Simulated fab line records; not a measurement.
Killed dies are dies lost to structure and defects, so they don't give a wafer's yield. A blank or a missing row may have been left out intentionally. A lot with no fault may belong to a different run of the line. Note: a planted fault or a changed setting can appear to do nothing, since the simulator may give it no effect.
What tool caused it? :: flow gf180mcu :: 15 lots with 45 wafers sampled at 4 steps, on a route of 602 steps

## WHAT THE GAUGES READ, wafer by wafer
GF_NWELL_TW_MEAS_11. Usual: NWELL_TW gives 1584 (standard deviation 20).
lot: L581
measured: day 3 07:19
on: film metro-01
NWELL_TW: 1560 1567 1570
flag: 

lot: L582
measured: day 3 13:28
on: film metro-04
NWELL_TW: 1588 1584 1590
flag: 

lot: L584
measured: day 4 02:01
on: film metro-04
NWELL_TW: 1600 1594 1591
flag: 

lot: L585
measured: day 4 04:13
on: film metro-03
NWELL_TW: 1596 1603 1600
flag: 

lot: L586
measured: day 4 12:01
on: film metro-04
NWELL_TW: 1596 1593 1593
flag: 

lot: L587
measured: day 4 17:07
on: film metro-03
NWELL_TW: 1604 1598 1589
flag: 

lot: L588
measured: day 4 21:16
on: film metro-01
NWELL_TW: 1550 1550 1545
flag: 

lot: L589
measured: day 5 03:43
on: film metro-01
NWELL_TW: 1548 1554 1555
flag: 

lot: L590
measured: day 5 09:52
on: film metro-04
NWELL_TW: 1576 1576 1577
flag: 

lot: L593
measured: day 6 02:26
on: film metro-03
NWELL_TW: 1609 1598 1594
flag: 

lot: L594
measured: day 6 12:16
on: film metro-01
NWELL_TW: 1564 1558 1559
flag: 

lot: L595
measured: day 6 20:46
on: film metro-04
NWELL_TW: 1593 1591 1598
flag: 

lot: L602
measured: day 8 01:27
on: film metro-04
NWELL_TW: 1591 1590 1588
flag: 

lot: L603
measured: day 8 07:37
on: film metro-03
NWELL_TW: 1592 1593 1596
flag: 

lot: L604
measured: day 8 13:55
on: film metro-03
NWELL_TW: 1593 1591 1590
flag: 

GF_CONTACT_THK_MEAS_26: measures by xrf. Usual: CONTACT_W_THK gives 307 nm (standard deviation 6.7).
lot: L581
measured: day 16 01:51
on: film metro-04
CONTACT_W_THK (nm): 298 299 300
flag: 

lot: L582
measured: day 16 13:22
on: film metro-03
CONTACT_W_THK (nm): 318 306 322
flag: 

lot: L584
measured: day 17 05:25
on: film metro-03
CONTACT_W_THK (nm): 302 303 305
flag: 

lot: L585
measured: day 17 09:38
on: film metro-04
CONTACT_W_THK (nm): 298 299 298
flag: 

lot: L586
measured: day 17 21:21
on: film metro-04
CONTACT_W_THK (nm): 298 300 299
flag: 

lot: L587
measured: day 18 11:55
on: film metro-01
CONTACT_W_THK (nm): 310 305 306
flag: 

lot: L588
measured: day 18 16:17
on: film metro-01
CONTACT_W_THK (nm): 323 308 324
flag: 

lot: L589
measured: day 19 04:12
on: film metro-03
CONTACT_W_THK (nm): 309 307 305
flag: 

lot: L590
measured: day 19 10:14
on: film metro-01
CONTACT_W_THK (nm): 310 306 310
flag: 

lot: L602
measured: day 23 16:03
on: film metro-04
CONTACT_W_THK (nm): 307 301 304
flag: 

lot: L603
measured: day 23 18:29
on: film metro-01
CONTACT_W_THK (nm): 313 310 312
flag: 

lot: L604
measured: day 24 05:02
on: film metro-03
CONTACT_W_THK (nm): 305 307 305
flag: 

## EACH LOT AND THE TOOL THAT RAN IT (in order: tool; ch and the chambers of the sampled wafers; start)
lot: L581
GF_HV_LDD_EXPOSE_16: iline stepper-01 ch 0, day 10 08:04
GF_CONTACT_ETCH_16: rie diel-01 ch 1,2, day 16 01:04

lot: L582
GF_HV_LDD_EXPOSE_16: iline stepper-02 ch 0, day 10 17:26
GF_CONTACT_ETCH_16: rie diel-02 ch 2,3, day 16 12:33

lot: L584
GF_HV_LDD_EXPOSE_16: iline stepper-01 ch 0, day 11 07:33
GF_CONTACT_ETCH_16: rie diel-03 ch 0,3, day 17 04:38

lot: L585
GF_HV_LDD_EXPOSE_16: iline stepper-01 ch 0, day 11 09:22
GF_CONTACT_ETCH_16: rie diel-03 ch 0,2,3, day 17 08:13

lot: L586
GF_HV_LDD_EXPOSE_16: iline stepper-02 ch 0, day 11 20:27
GF_CONTACT_ETCH_16: rie diel-01 ch 2,3, day 17 20:34

lot: L587
GF_HV_LDD_EXPOSE_16: iline stepper-02 ch 0, day 12 08:25
GF_CONTACT_ETCH_16: rie diel-03 ch 0,1,3, day 18 11:08

lot: L588
GF_HV_LDD_EXPOSE_16: iline stepper-02 ch 0, day 12 11:48
GF_CONTACT_ETCH_16: rie diel-02 ch 1,2,3, day 18 15:30

lot: L589
GF_HV_LDD_EXPOSE_16: iline stepper-01 ch 0, day 12 21:25
GF_CONTACT_ETCH_16: rie diel-03 ch 0,1, day 19 03:24

lot: L590
GF_HV_LDD_EXPOSE_16: iline stepper-01 ch 0, day 13 02:53
GF_CONTACT_ETCH_16: rie diel-01 ch 2,3, day 19 09:27

lot: L593
GF_HV_LDD_EXPOSE_16: iline stepper-01, day 14 06:32
GF_CONTACT_ETCH_16: -

lot: L594
GF_HV_LDD_EXPOSE_16: iline stepper-01, day 14 18:43
GF_CONTACT_ETCH_16: -

lot: L595
GF_HV_LDD_EXPOSE_16: iline stepper-02, day 15 04:43
GF_CONTACT_ETCH_16: -

lot: L602
GF_HV_LDD_EXPOSE_16: iline stepper-01 ch 0, day 16 22:58
GF_CONTACT_ETCH_16: rie diel-01 ch 1,2,3, day 23 15:15

lot: L603
GF_HV_LDD_EXPOSE_16: iline stepper-01 ch 0, day 17 02:36
GF_CONTACT_ETCH_16: rie diel-02 ch 0,1,3, day 23 17:42

lot: L604
GF_HV_LDD_EXPOSE_16: iline stepper-02 ch 0, day 17 12:51
GF_CONTACT_ETCH_16: rie diel-02 ch 1,2,3, day 24 04:15
- GF_HV_LDD_EXPOSE_16: exposes mask Pplus LV AREA, target cd 400 nm.
- GF_CONTACT_ETCH_16: etches BARC in N2/H2.

## WHAT THE TOOLS THEMSELVES READ (means of the sampled wafers that have a number; where no wafer has one, the mark that the record gives instead)
GF_HV_LDD_EXPOSE_16. Usual: exposure dose mJ cm2 140.01, standard deviation 0.13; focus offset nm 0.0 nm, standard deviation 0.46.
lot: L581
tool: iline stepper-01
exposure dose mJ cm2: 140.19
focus offset nm (nm): 0.2
flag: 

lot: L582
tool: iline stepper-02
exposure dose mJ cm2: 139.79
focus offset nm (nm): 0.4
flag: 

lot: L584
tool: iline stepper-01
exposure dose mJ cm2: 139.83
focus offset nm (nm): 0.1
flag: 

lot: L585
tool: iline stepper-01
exposure dose mJ cm2: 140.03
focus offset nm (nm): 0.5
flag: 

lot: L586
tool: iline stepper-02
exposure dose mJ cm2: 140.22
focus offset nm (nm): -0.3
flag: 

lot: L587
tool: iline stepper-02
exposure dose mJ cm2: 140.10
focus offset nm (nm): -0.1
flag: 

lot: L588
tool: iline stepper-02
exposure dose mJ cm2: 139.96
focus offset nm (nm): 0.2
flag: 

lot: L589
tool: iline stepper-01
exposure dose mJ cm2: 139.92
focus offset nm (nm): 0.1
flag: 

lot: L590
tool: iline stepper-01
exposure dose mJ cm2: 140.21
focus offset nm (nm): 0.1
flag: 

lot: L593
tool: iline stepper-01
exposure dose mJ cm2: -
focus offset nm (nm): -
flag: OFF

lot: L594
tool: iline stepper-01
exposure dose mJ cm2: -
focus offset nm (nm): -
flag: OFF

lot: L595
tool: iline stepper-02
exposure dose mJ cm2: -
focus offset nm (nm): -
flag: OFF

lot: L602
tool: iline stepper-01
exposure dose mJ cm2: 140.08
focus offset nm (nm): 0.1
flag: 

lot: L603
tool: iline stepper-01
exposure dose mJ cm2: 140.05
focus offset nm (nm): 0.2
flag: 

lot: L604
tool: iline stepper-02
exposure dose mJ cm2: 139.98
focus offset nm (nm): 0.1
flag: 

GF_CONTACT_ETCH_16. Usual: drypump motor current A 5.8 A, standard deviation 0.6; oes product au 0.854 a.u., standard deviation 0.0046; throttle valve pct 13.224 %, standard deviation 0.0084.
lot: L581
tool: rie diel-01
drypump motor current A (A): 5.0
oes product au (a.u.): 0.854
throttle valve pct (%): 13.213
flag: 

lot: L582
tool: rie diel-02
drypump motor current A (A): 6.2
oes product au (a.u.): 0.850
throttle valve pct (%): 13.226
flag: 

lot: L584
tool: rie diel-03
drypump motor current A (A): 5.6
oes product au (a.u.): 0.852
throttle valve pct (%): 13.224
flag: 

lot: L585
tool: rie diel-03
drypump motor current A (A): 5.7
oes product au (a.u.): 0.855
throttle valve pct (%): 13.231
flag: 

lot: L586
tool: rie diel-01
drypump motor current A (A): 4.9
oes product au (a.u.): 0.853
throttle valve pct (%): 13.225
flag: 

lot: L587
tool: rie diel-03
drypump motor current A (A): 5.8
oes product au (a.u.): 0.854
throttle valve pct (%): 13.220
flag: 

lot: L588
tool: rie diel-02
drypump motor current A (A): 6.3
oes product au (a.u.): 0.857
throttle valve pct (%): 13.228
flag: 

lot: L589
tool: rie diel-03
drypump motor current A (A): 5.6
oes product au (a.u.): 0.852
throttle valve pct (%): 13.237
flag: 

lot: L590
tool: rie diel-01
drypump motor current A (A): 4.9
oes product au (a.u.): 0.849
throttle valve pct (%): 13.227
flag: 

lot: L602
tool: rie diel-01
drypump motor current A (A): 4.9
oes product au (a.u.): 0.852
throttle valve pct (%): 13.224
flag: 

lot: L603
tool: rie diel-02
drypump motor current A (A): 6.5
oes product au (a.u.): 0.855
throttle valve pct (%): 13.221
flag: 

lot: L604
tool: rie diel-02
drypump motor current A (A): 6.4
oes product au (a.u.): 0.854
throttle valve pct (%): 13.222
flag: 

## THE ANSWER, worked out from the rows above alone
Rule: lot off if the mean of its wafers having a number is beyond 3 standard deviations from the usual mean. Also off: a lot with no number at a reading for which 4 or more lots have one. Any other lot the step has rows for is counted as sound. After the gauges, taken in route order, come the tools' own readings; for these a lot's mean is taken, as printed above. At the first step where some lot is off, the reading lying furthest off is the one used; lots without a number count as furthest.
Off: L593, L594, L595 (GF_HV_LDD_EXPOSE_16, exposure dose mJ cm2). Without a number there: L593, L594, L595.
If a tool, at that step or one of the process steps before it, ran each lot that is off and ran no sound lot following the first of them, it fits. Not one of the candidates tried fits.

## WHAT HAD BEEN PUT IN BY THE SIMULATOR
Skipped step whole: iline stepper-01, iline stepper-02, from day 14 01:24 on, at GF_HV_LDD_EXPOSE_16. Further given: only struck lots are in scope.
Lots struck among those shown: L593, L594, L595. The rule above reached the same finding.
